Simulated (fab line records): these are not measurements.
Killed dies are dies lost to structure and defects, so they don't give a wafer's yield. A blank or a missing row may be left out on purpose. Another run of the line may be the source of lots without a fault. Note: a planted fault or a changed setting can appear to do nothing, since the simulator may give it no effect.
Code-filled problem report in 8D (eight disciplines) form + flow gf180mcu + the parts of the form that need people (team, actions taken, sign-off) are left out

== 1. PROBLEM STATEMENT ==
Across 9 wafers from 3 lots, SALICIDE_TIN_THK at GF_SALICIDE_THK_MEAS_05 averages 17.72 nm, while fault-free wafers read 19.91 nm with a standard deviation of 0.26. That is -8.4 standard deviations from the usual mean.
The step: measures by xrf.
First seen on wafer L782.1, day 19 19:18, on film_metro-04. The record has a number at this step for 39 wafers belonging to 13 lots. The rule behind "out" and "out of limits": a value lying over 4 standard deviations away from the usual mean. The other wafers with a number count as sound.

== 2. WHAT IT IS AND WHAT IT IS NOT ==
| question                    | is                                          | is not                                                                                 |
|-----------------------------|---------------------------------------------|----------------------------------------------------------------------------------------|
| which readings at this step | SALICIDE_TIN_THK                            | -                                                                                      |
| which lots                  | L782, L783, L784                            | L769, L770, L771, L772, L774, L776, L789, L790, L791, L792                             |
| which wafers of those lots  | all that have a number                      | -                                                                                      |
| read on which gauges        | film_metro-01, film_metro-03, film_metro-04 | -                                                                                      |
| when                        | from day 19 19:18                           | up to then (18 sound wafers); but 12 sound wafers of L789, L790, L791, L792 came after |

== 3. SUSPECTS, AND WHAT RULES EACH OUT ==
Counting: a tool at any process step up to the reading remains a suspect when it ran all the lots that are out and ran no sound lot after the first of those.
- the gauge at GF_SALICIDE_THK_MEAS_05 has been ruled out. Those wafers that are out were read across 3 gauges (film_metro-01, film_metro-03, film_metro-04).
- pvd_sputter-03 at GF_SALICIDE_SPUTTER_03 (material TiN, target thk 20 nm, time 16.7 s): ruled out as a lasting fault. Following L782 (day 19 19:09), the first lot on it that is out, the sound lots L790 were run on it.
Left after counting: nothing in the record.

== 4. THE CAUSE (what the simulator had put in) ==
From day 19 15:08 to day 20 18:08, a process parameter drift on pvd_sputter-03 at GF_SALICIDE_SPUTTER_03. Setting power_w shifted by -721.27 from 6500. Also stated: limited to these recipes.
Counting ruled it out, wrongly: the rule takes a fault to strike every lot that its tool runs from its start on, and this one did not.

== 5. THE EFFECT CHAIN, in route order ==
One row per reading whose mean, taken over the struck wafers that have a number, lies over 3 standard deviations from the usual. Only readings whose record carries a usual standard deviation are examined. hours: median over the lots of the time between each lot's start at the first step of this table that gives one and its start at this step. sigmas: the change, counted in usual standard deviations.
| hours | step                    | reading            | usual    | on struck wafers | change | sigmas      |
|-------|-------------------------|--------------------|----------|------------------|--------|-------------|
| 0     | GF_SALICIDE_SPUTTER_03  | cathode_dc_power_W | 6499.9 W | 5778.6           | -721.3 | -99 or more |
| 0     | GF_SALICIDE_THK_MEAS_05 | SALICIDE_TIN_THK   | 19.91 nm | 17.72            | -2.19  | -8.4        |
Its process steps:
- GF_SALICIDE_SPUTTER_03: material TiN, target thk 20 nm, time 16.7 s.
Later steps that measure or inspect, where all struck wafers having a row at the step show a number for every such reading and not one has moved that far: GF_V2_THK_MEAS_03, GF_V2_OVL_MEAS_15.

== 6. WHAT WOULD HAVE CAUGHT IT SOONER ==
Counted from the fault's start at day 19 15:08, it took 4 hours until the first out-of-limits reading at a measuring or inspecting step in this record, taken at day 19 19:18.
Tool's own readings at GF_SALICIDE_SPUTTER_03, cathode_dc_power_W: out on all struck wafers the step has rows for; an alarm limit on them would have tripped on the first.
